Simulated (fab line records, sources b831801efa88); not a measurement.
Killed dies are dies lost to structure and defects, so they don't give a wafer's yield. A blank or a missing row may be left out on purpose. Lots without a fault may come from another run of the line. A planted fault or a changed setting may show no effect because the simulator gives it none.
Split-lot experiment | flow sfq_line | 5 lots, 23 wafers read, on a route of 325 steps

THE SPLIT
At SFQ_TRILAYER_R5_LITHO_COAT_136 (resist thk 600 nm), the setting spin_rpm was moved away from the recipe's 3000 rpm on 7 of the 23 wafers read, by -7.1% to -2.6%. The other wafers ran this setting at the recipe's value.

The reading is taken at the split's own step.

THE READING
KrF_of_TRILAYER_R5_LITHO_COAT_136.thk_nm (the simulator's own value, which no gauge read), in nm, at SFQ_TRILAYER_R5_LITHO_COAT_136 (resist thk 600 nm). The file gives no usual value for it. The 16 wafers here that ran the recipe average 600.9 nm, standard deviation 0.99 nm.

wafer  | tool, chamber at the split | spin_rpm as run, rpm | against the recipe | KrF_of_TRILAYER_R5_LITHO_COAT_136.thk_nm, nm | against lot-mates on the recipe
L074.1 | litho_track-02, 0          | 3000                 | recipe             | 598.7                                        | -
L074.2 | litho_track-02, 0          | 2923                 | -2.6%              | 608.6                                        | +9.1
L074.4 | litho_track-02, 0          | 2923                 | -2.6%              | 607                                          | +7.5
L074.5 | litho_track-02, 0          | 3000                 | recipe             | 600.3                                        | -
L074.6 | litho_track-02, 0          | 2923                 | -2.6%              | 606.1                                        | +6.6
L075.1 | litho_track-02, 0          | 3000                 | recipe             | 602.7                                        | -
L075.2 | litho_track-02, 0          | 3000                 | recipe             | 601                                          | -
L075.3 | litho_track-02, 0          | 3000                 | recipe             | 600.9                                        | -
L075.4 | litho_track-02, 0          | 3000                 | recipe             | 602.3                                        | -
L075.6 | litho_track-02, 0          | 3000                 | recipe             | 602.4                                        | -
L080.1 | litho_track-02, 0          | 3000                 | recipe             | 600                                          | -
L080.4 | litho_track-02, 0          | 3000                 | recipe             | 600                                          | -
L080.2 | litho_track-02, 0          | 2788                 | -7.1%              | 620.4                                        | +20.2
L080.5 | litho_track-02, 0          | 2788                 | -7.1%              | 623.7                                        | +23.5
L080.6 | litho_track-02, 0          | 3000                 | recipe             | 600.5                                        | -
L083.3 | litho_track-01, 0          | 3000                 | recipe             | 600.6                                        | -
L083.4 | litho_track-01, 0          | 3000                 | recipe             | 600.4                                        | -
L083.6 | litho_track-01, 0          | 3000                 | recipe             | 601.4                                        | -
L085.2 | litho_track-01, 0          | 3000                 | recipe             | 601.4                                        | -
L085.3 | litho_track-01, 0          | 3000                 | recipe             | 601.1                                        | -
L085.4 | litho_track-01, 0          | 2885                 | -3.8%              | 611.6                                        | +10.6
L085.5 | litho_track-01, 0          | 2885                 | -3.8%              | 613.6                                        | +12.6
L085.6 | litho_track-01, 0          | 3000                 | recipe             | 600.4                                        | -

THE FIT
A straight line over all 23 wafers: KrF_of_TRILAYER_R5_LITHO_COAT_136.thk_nm changes by -2.96 nm for each +1% of spin_rpm; r = -0.98; the points scatter about the line by 1.2 nm.
The same after taking each lot's own level away (the mean of its wafers on the recipe; 23 wafers): -3.08 nm for each +1%; r = -0.99; scatter 0.88 nm.
On that fit, the largest move of spin_rpm shifts the reading by 22 nm.
The lots' own levels span 599.50 to 601.86 nm, that is 2.4 times the standard deviation above.
So the lot-to-lot level changes the slope little: the two slopes agree.
Check: with one of the wafers moved furthest among these (-7.1%) left out of the fit, the line predicts +22.5 nm for it against its lot-mates. It came out at +20.2 nm against them.

OTHER SPLITS ON THESE WAFERS
These wafers also went through other splits before the reading. Each is held against what the fit with the lots' levels taken away leaves over:
other split on the same wafers                    | wafers away from the commonest value | r with KrF_of_TRILAYER_R5_LITHO_COAT_136.thk_nm (lot level and that fit taken away)
SFQ_TRILAYER_M4_DEP_SPUTTER_091 power_w           | 6                                    | +0.03
SFQ_TRILAYER_M4_LITHO_PEB_096 peb_time_s          | 9                                    | -0.08
SFQ_TRILAYER_I4_VIA_LITHO_COAT_103 spin_rpm       | 4                                    | +0.20
SFQ_TRILAYER_I4_VIA_BARC_OPEN_VIA_ETCH_146 time_s | 11                                   | +0.10
SFQ_TRILAYER_JJ_TRILAYER_DEP_SPUTTER_110 time_s   | 10                                   | +0.12
SFQ_TRILAYER_JJ_CE_LITHO_COAT_119 spin_rpm        | 11                                   | -0.13
SFQ_TRILAYER_M5_LITHO_COAT_128 resist_thk_nm      | 12                                   | +0.16
SFQ_TRILAYER_M5_LITHO_PEB_126 peb_time_s          | 10                                   | -0.27
SFQ_TRILAYER_A5B_DEP_PECVD_129 time_s             | 6                                    | +0.45

THE FILE'S OWN FIT
KrF_of_TRILAYER_R5_LITHO_COAT_136.thk_nm changes by -3.08 nm for each +1% of spin_rpm, r = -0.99.
